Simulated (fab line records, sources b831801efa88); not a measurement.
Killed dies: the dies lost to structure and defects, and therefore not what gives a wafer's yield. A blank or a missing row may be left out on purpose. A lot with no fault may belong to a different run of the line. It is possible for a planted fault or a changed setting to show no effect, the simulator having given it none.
Code-filled problem report in 8D (eight disciplines) form | flow sky130 | the parts of the form that need people (team, actions taken, sign-off) are left out

== 1. WHAT WENT WRONG ==
LDD_HVP_TW at SKY_LDD_HVP_TW_MEAS_10 reads a mean of 863 on 6 wafers of 2 lots; wafers without a fault read 455 with a standard deviation of 5.3. Relative to the usual mean, that is a shift of +77 standard deviations.
The first sign was on wafer L373.3 at day 24 09:17, on film-metro-04. The record holds 33 wafers of 11 lots with a number at this step. Rule for "out" (also "out of limits"): further than 4 standard deviations from the usual mean. The rest of the wafers with a number are treated as sound.

== 2. WHAT IT IS, AND WHAT IT ISN'T ==
question                    | is                           | is not
which readings at this step | LDD_HVP_TW                   | -
which lots                  | L373, L375                   | L366, L367, L368, L370, L380, L381, L382, L387, L389
which wafers of those lots  | all that have a number       | -
read on which gauges        | film-metro-02, film-metro-04 | film-metro-01
when                        | from day 24 09:17            | up to then (12 sound wafers); but 15 sound wafers of L380, L381, L382, L387, L389 came after

== 3. SUSPECTS, AND WHAT RULES EACH OUT ==
Counting: any tool at a process step up to the reading is kept as a suspect provided that every lot that is out went through it and no sound lot did after the first of them.
- the gauge at SKY_LDD_HVP_TW_MEAS_10: ruled out. Those wafers that are out were read across 2 gauges (film-metro-02, film-metro-04).
- litho-track-04 at SKY_LDD_HVN_COAT_02 (resist thk 300 nm): ruled out as a lasting fault. The sound lots L382 went through it after L373, its earliest lot that is out (day 22 10:11).
Left after counting: nothing in the record.

== 4. THE CAUSE (what the simulator had put in) ==
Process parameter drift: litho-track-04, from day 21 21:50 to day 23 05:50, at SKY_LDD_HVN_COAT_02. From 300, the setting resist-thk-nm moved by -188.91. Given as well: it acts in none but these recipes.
It was ruled out by counting, in error; the rule expects a fault to strike all lots run on its tool from its start on, and this fault did not.

== 5. THE CHAIN OF EFFECTS, in route order ==
Rows list readings where the struck wafers' mean (over those with a number) sits beyond 3 standard deviations from the usual. Readings are gone through only where the record gives a usual standard deviation; hours: the median, over the lots, of the time from a lot's start at the first step in this table giving one to that lot's start at this step; sigmas: the change measured in usual standard deviations.
hours | step                   | reading                  | usual      | on struck wafers | change | sigmas
0     | SKY_LDD_HVN_STRIP_09   | oes-product-au           | 0.408 a.u. | 0.307            | -0.101 | -23
0     | SKY_LDD_HVN_STRIP_09   | strip-time-to-endpoint-s | 4.138 s    | 1.600            | -2.538 | -99 or more
30    | SKY_LDD_HVP_TW_MEAS_10 | LDD_HVP_TW               | 455        | 863              | +408   | +77
61    | SKY_LDD_LDN_TW_MEAS_13 | LDD_LDN_TW               | 1460       | 1540             | +80    | +14
It contains these process steps:
- SKY_LDD_HVN_STRIP_09: strips in O2/N2.
Later measuring or inspecting steps at which every struck wafer that the step has a row for has a number for every such reading, and none has moved that far: SKY_RES_XHIGH_TW_MEAS_09.

== 6. HOW IT WOULD HAVE BEEN CAUGHT EARLIER ==
In this record the first reading out of limits at a measuring or inspecting step was taken at day 24 09:17, 59 hours after the fault began at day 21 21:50.
